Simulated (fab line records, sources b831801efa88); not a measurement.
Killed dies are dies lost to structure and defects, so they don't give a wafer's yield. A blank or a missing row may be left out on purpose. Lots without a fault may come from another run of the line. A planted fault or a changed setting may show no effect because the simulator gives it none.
Which tool did it? | flow gf180mcu | 11 lots, 31 wafers sampled, at 7 steps of a route of 602

WHAT THE GAUGES READ, wafer by wafer
GF_VT_IMPLANT_RS_MEAS_49: measures by four-point-probe.
lot  | measured     | on            | MVPSD_RS (ohm/sq)
L939 | day 7 19:01  | film_metro-04 | 1168.4 1163.5 1166.4
L940 | day 8 03:29  | film_metro-01 | 1171.8 1166.8 1166.6
L941 | day 8 08:31  | film_metro-01 | 1175.0 1174.5 1172.1
L943 | day 8 22:42  | film_metro-04 | 1169.8 1171.0 1169.4
L944 | day 9 03:13  | film_metro-04 | 1168.5 1176.5 1167.3
L945 | day 9 10:41  | film_metro-01 | 1171.5 1173.2 1171.1
L946 | day 9 15:19  | film_metro-01 | 1170.9 1167.7 1169.9
L947 | day 9 23:17  | film_metro-02 | 1171.9 1172.6 1169.5
L948 | day 10 06:28 | film_metro-01 | 1181.0 1166.1 1177.5 1168.8
L953 | day 11 18:23 | film_metro-01 | 1177.0 1177.3
L957 | day 13 07:49 | film_metro-04 | 1168.5 1168.5 1169.9

GF_M1_CD_MEAS_14: target cd 230 nm.
lot  | measured     | on        | cd_nm (nm)
L939 | day 17 13:55 | cd_sem-01 | 229.1 228.2 229.0
L940 | day 17 19:50 | cd_sem-01 | 233.8 231.6 232.5
L941 | day 18 03:45 | cd_sem-02 | 229.1 228.4 229.3
L943 | day 19 06:24 | cd_sem-02 | 229.6 229.3 228.2
L944 | day 19 06:38 | cd_sem-02 | 229.2 228.8 229.5
L945 | day 19 15:48 | cd_sem-02 | 230.9 228.9 228.9
L946 | day 19 21:35 | cd_sem-01 | 230.2 230.4 230.1
L947 | day 20 10:37 | cd_sem-02 | 230.9 230.3 232.6
L948 | day 20 19:36 | cd_sem-02 | 229.0 229.2
L953 | day 22 16:02 | cd_sem-01 | 230.1 229.4
L957 | day 24 10:31 | cd_sem-02 | 230.2 230.5 230.4

GF_M4_RS_MEAS_05: measures by four-point-probe.
lot  | measured     | on            | M4_ALCU_RS (ohm/sq)
L939 | day 22 22:42 | film_metro-03 | 0.0705 0.0706 0.0692
L940 | day 23 13:49 | film_metro-04 | 0.0706 0.0701 0.0711
L941 | day 23 11:19 | film_metro-03 | 0.0710 0.0696 0.0690
L943 | day 24 14:29 | film_metro-03 | 0.0685 0.0702 0.0687
L944 | day 24 14:48 | film_metro-02 | 0.0675 0.0700 0.0684
L945 | day 24 21:21 | film_metro-03 | 0.0693 0.0708 0.0697
L946 | day 25 01:46 | film_metro-02 | 0.0698 0.0701 0.0690
L947 | day 25 14:31 | film_metro-02 | 0.0695 0.0674 0.0697
L948 | day 25 22:50 | film_metro-02 | 0.0710 0.0709
L953 | day 27 14:08 | film_metro-03 | 0.0693 0.0697 0.0693 0.0698
L957 | day 29 02:14 | film_metro-03 | 0.0694 0.0700 0.0694

GF_M4_THK_MEAS_06: measures by xrf.
lot  | measured     | on            | M4_ALCU_THK (nm)
L939 | day 22 22:48 | film_metro-03 | 441 443 451
L940 | day 23 13:56 | film_metro-04 | 436 437 435
L941 | day 23 11:26 | film_metro-03 | 438 446 448
L943 | day 24 14:35 | film_metro-03 | 453 445 454
L944 | day 24 14:55 | film_metro-02 | 464 451 457
L945 | day 24 21:27 | film_metro-03 | 449 437 446
L946 | day 25 01:53 | film_metro-02 | 450 446 454
L947 | day 25 14:38 | film_metro-02 | 451 465 450
L948 | day 25 22:57 | film_metro-02 | 440 443
L953 | day 28 01:21 | film_metro-03 | 450 446 449 448
L957 | day 29 02:20 | film_metro-03 | 447 445 446

WHICH TOOL RAN EACH LOT (tool, then ch and the chambers of the sampled wafers, then the start)
lot  | GF_MVPSD_IMPLANT_09             | GF_SAB_STRIP_13                      | GF_CONTACT_CMP_27
L939 | implanter-03 ch 0, day 5 05:47  | plasma_asher-02 ch 0,1, day 15 13:25 | cmp-01 ch 0,1,2, day 16 14:35
L940 | implanter-01 ch 0, day 5 14:50  | plasma_asher-03 ch 0,1, day 15 19:34 | cmp-02 ch 2,3, day 16 20:08
L941 | implanter-02 ch 0, day 5 19:11  | plasma_asher-02 ch 0,1, day 16 03:09 | cmp-01 ch 0,2,3, day 17 04:13
L943 | implanter-03 ch 0, day 6 07:20  | plasma_asher-03 ch 0,1, day 17 03:31 | cmp-02 ch 0,1,2, day 18 05:11
L944 | implanter-02 ch 0, day 6 10:50  | plasma_asher-02 ch 0,1, day 17 03:49 | cmp-01 ch 0,1,3, day 18 05:45
L945 | implanter-03 ch 0, day 6 17:34  | plasma_asher-03 ch 0,1, day 17 13:39 | cmp-02 ch 0,2, day 18 15:32
L946 | implanter-03 ch 0, day 6 21:52  | plasma_asher-02 ch 0,1, day 17 18:50 | cmp-02 ch 1,2, day 18 20:53
L947 | implanter-01 ch 0, day 7 03:20  | plasma_asher-02 ch 0,1, day 18 07:54 | cmp-02 ch 0,2,3, day 19 10:02
L948 | implanter-03 ch 0, day 7 10:56  | plasma_asher-03 ch 0, day 18 15:52   | cmp-01 ch 1,3, day 19 18:28
L953 | implanter-03 ch 0, day 8 18:17  | plasma_asher-04 ch 1, day 20 14:20   | cmp-01 ch 1,2, day 21 16:02
L957 | implanter-01 ch 0, day 10 02:46 | plasma_asher-04 ch 0,1, day 22 10:06 | cmp-02 ch 0,2,3, day 23 11:53
- GF_MVPSD_IMPLANT_09
- GF_SAB_STRIP_13: strips in O2/N2.
- GF_CONTACT_CMP_27: polishes, stops on SiO2, t overpolish 15 s, target thk 0 nm.

WHAT THE TOOLS THEMSELVES READ (means of the sampled wafers that have a number; where no wafer has one, the mark that the record gives instead)
GF_MVPSD_IMPLANT_09.
lot  | tool         | faraday_current_uA
L939 | implanter-03 | 28.0
L940 | implanter-01 | 28.2
L941 | implanter-02 | 28.2
L943 | implanter-03 | 28.5
L944 | implanter-02 | 28.1
L945 | implanter-03 | 28.1
L946 | implanter-03 | 27.9
L947 | implanter-01 | 28.3
L948 | implanter-03 | 28.1
L953 | implanter-03 | 28.2
L957 | implanter-01 | 28.4

GF_SAB_STRIP_13.
lot  | tool            | drypump_motor_current_A (A) | heater_power_w (W) | oes_product_au (a.u.) | platen_temp_c (C) | strip_time_to_endpoint_s (s)
L939 | plasma_asher-02 | 5.2                         | 380                | 0.709                 | 249.88            | 12.60
L940 | plasma_asher-03 | 5.8                         | 277                | 0.707                 | 249.84            | 12.64
L941 | plasma_asher-02 | 5.1                         | 351                | 0.709                 | 250.06            | 12.60
L943 | plasma_asher-03 | 5.7                         | 285                | 0.706                 | 250.02            | 12.55
L944 | plasma_asher-02 | 5.2                         | 379                | 0.708                 | 249.94            | 12.60
L945 | plasma_asher-03 | 5.7                         | 283                | 0.714                 | 249.85            | 12.65
L946 | plasma_asher-02 | 5.2                         | 384                | 0.711                 | 250.00            | 12.60
L947 | plasma_asher-02 | 5.2                         | 344                | 0.707                 | 249.85            | 12.61
L948 | plasma_asher-03 | 5.0                         | 271                | 0.712                 | 249.95            | 12.57
L953 | plasma_asher-04 | 6.2                         | 311                | 0.710                 | 249.94            | 12.59
L957 | plasma_asher-04 | 6.0                         | 347                | 0.708                 | 250.00            | 12.65

GF_CONTACT_CMP_27.
lot  | tool   | motor_current_A (A) | overpolish_run_s (s) | slurry_filter_dp_kPa (kPa) | time_to_endpoint_s (s)
L939 | cmp-01 | 11.8                | 15.002               | 13.39                      | 69
L940 | cmp-02 | 11.0                | 14.999               | 13.56                      | 74
L941 | cmp-01 | 10.7                | 15.005               | 13.47                      | 71
L943 | cmp-02 | 11.2                | 15.002               | 13.67                      | 70
L944 | cmp-01 | 10.8                | 15.000               | 13.63                      | 66
L945 | cmp-02 | 11.3                | 15.008               | 13.58                      | 72
L946 | cmp-02 | 11.2                | 14.994               | 13.37                      | 67
L947 | cmp-02 | 11.1                | 15.004               | 13.44                      | 72
L948 | cmp-01 | 10.3                | 14.998               | 13.53                      | 65
L953 | cmp-01 | 11.1                | 14.998               | 13.49                      | 70
L957 | cmp-02 | 11.1                | 14.986               | 13.41                      | 73

THE ANSWER, worked out from the rows above alone
Rule: what is usual is taken from the lots themselves. Put in order of their means at a reading, lots are off if they are a third of the lots or fewer, leave a main group of 4 or more, and stand apart from it by a gap of 3 or more times the standard deviation of the main group's means; of several such gaps the widest counts. A main group whose means are all the same, to the digits that the tables above print for the reading, isn't used. A lot without any number at a reading at which 4 lots or more have one is off too. The other lots that the step has rows for count as sound. The gauges are gone through in route order, then the tools' own readings, and for those a lot's mean is taken as printed above. The first step at which some lot is off is used, and at that step the reading that is off furthest; a lot without a number counts as furthest.
No lot is off at any reading shown: from this, nothing can be told.

WHAT THE SIMULATOR HAD PUT IN
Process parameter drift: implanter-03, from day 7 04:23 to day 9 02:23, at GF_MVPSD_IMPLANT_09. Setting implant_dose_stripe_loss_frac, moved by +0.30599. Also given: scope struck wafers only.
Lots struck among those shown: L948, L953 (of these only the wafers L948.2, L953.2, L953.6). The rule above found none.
